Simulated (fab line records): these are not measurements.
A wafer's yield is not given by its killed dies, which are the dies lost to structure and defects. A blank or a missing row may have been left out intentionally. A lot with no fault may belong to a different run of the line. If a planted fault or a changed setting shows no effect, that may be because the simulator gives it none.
A single fault, viewed from 2 desks | flow sky130 | only its own numbers are on each desk; what lay behind them is given at the end

== THE METROLOGY DESK ==
Lot by lot, what the gauges showed, no matter which tool ran the lot: averages of those sampled wafers that carry a number. Marked OUT: a lot whose mean sits more than 4 standard deviations from the usual mean, which makes it out of limits; the brackets give that distance.
Columns: A = LDD_HVN_TW at SKY_LDD_HVN_TW_MEAS_10, usual 1438; B = LDD_LDN_OVL at SKY_LDD_LDN_OVL_MEAS_07, usual 0.8 nm; C = cd_nm at SKY_SD_P_CD_MEAS_07, usual 378.9 nm
lot  | first seen here | A    | B    | C
L219 | day 19 22:35    | 1442 | 0.2  | 377.2
L220 | day 20 14:40    | 1441 | 2.7  | 385.8
L224 | day 22 03:31    | 1435 | 1.3  | -
L225 | day 22 14:11    | 1439 | 0.1  | -
L230 | day 24 17:02    | 1435 | -0.6 | 377.0
L233 | day 25 21:24    | 1443 | -0.8 | 380.3
L234 | day 26 02:01    | 1441 | 0.2  | 377.2
L235 | day 26 04:58    | 1434 | -0.5 | 379.5
L237 | day 26 15:23    | 1437 | -0.1 | 377.0
L236 | day 26 16:16    | 1435 | 2.0  | 376.3
L238 | day 27 06:48    | 1437 | 1.5  | 382.3
L239 | day 27 07:55    | 1437 | -0.8 | 381.1
L240 | day 27 18:15    | 1439 | 1.4  | 379.7
L242 | day 28 09:00    | 1433 | 0.7  | 380.7
This desk found nothing out of limits on any of the 14 lots.

== TOOL OWNER'S DESK, litho_track-03 ==
The tool's own readings at SKY_POLY_CUT_DEVELOP_07 (develop time 60 s): means of the sampled wafers that have a number, for each lot that ran on this tool. Marked OUT: a lot whose mean sits more than 4 standard deviations from the usual mean, which makes it out of limits; the brackets give that distance.
Columns: A = chill_plate_temp_C at SKY_POLY_CUT_DEVELOP_07, usual 22.96 C
lot  | first seen here | A
L230 | day 28 09:00    | 23.06
L233 | day 29 12:00    | 23.01
L237 | day 30 06:00    | 22.93
L238 | day 30 22:00    | 22.96
L240 | day 31 08:00    | 22.94
L242 | day 31 21:00    | 22.85
This desk found nothing out of limits on any of the 6 lots.

== BROUGHT TOGETHER ==
The metrology desk saw nothing out of limits.
Nothing out of limits was seen by the tool owner's desk.

== WHAT WAS PUT IN BY THE SIMULATOR ==
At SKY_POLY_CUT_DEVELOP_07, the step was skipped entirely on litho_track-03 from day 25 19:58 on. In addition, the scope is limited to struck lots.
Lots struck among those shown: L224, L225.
